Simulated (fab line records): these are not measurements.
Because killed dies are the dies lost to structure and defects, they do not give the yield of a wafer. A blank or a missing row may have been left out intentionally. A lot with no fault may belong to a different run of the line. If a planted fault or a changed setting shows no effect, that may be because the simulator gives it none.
Chamber matching    flow sky130    SKY_CONTACT_CMP_04 on cmp-01 has 4 sister chambers
The step polishes SiO2. 4 wafers are shown with their chamber, then 7 later ones without.

## WAFERS WITH THEIR CHAMBER
wafer   chamber  time_to_endpoint_s (s)
L531.4  1        91
L543.2  3        76
L545.2  2        86
L545.3  0        84

## WAFERS WITHOUT THEIR CHAMBER
wafer   time_to_endpoint_s (s)
L545.4  77
L548.1  89
L548.3  91
L548.6  96
L549.1  79
L549.3  86
L549.4  81

## EACH ONE'S CHAMBER
wafer   from the rows above           in truth
L545.4  3                             3
L548.1  can't be placed: 1 or 2 or 0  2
L548.3  can't be placed: 1 or 2       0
L548.6  can't be placed: 1 or 2       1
L549.1  can't be placed: 3 or 0 or 2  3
L549.3  can't be placed: 2 or 0 or 1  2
L549.4  can't be placed: 0 or 2 or 3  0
Placed correctly: 1 of 7. Cannot be placed on the basis of these rows: 6; the candidates contain the true chamber in 5. Number placed wrongly: 0.
How it was worked out, from the rows above alone: a wafer's distance from a chamber is the root of the sum, over the readings, of the square of ((its reading less the chamber's mean) divided by the reading's scatter). The wafer belongs to the nearest chamber; if the next one is less than 2 further off, it can't be placed. For every chamber, the mean is computed from those of its wafers that are shown. The scatter: root of mean squared gap, hidden wafer to nearest shown wafer, with one shown wafer a chamber.
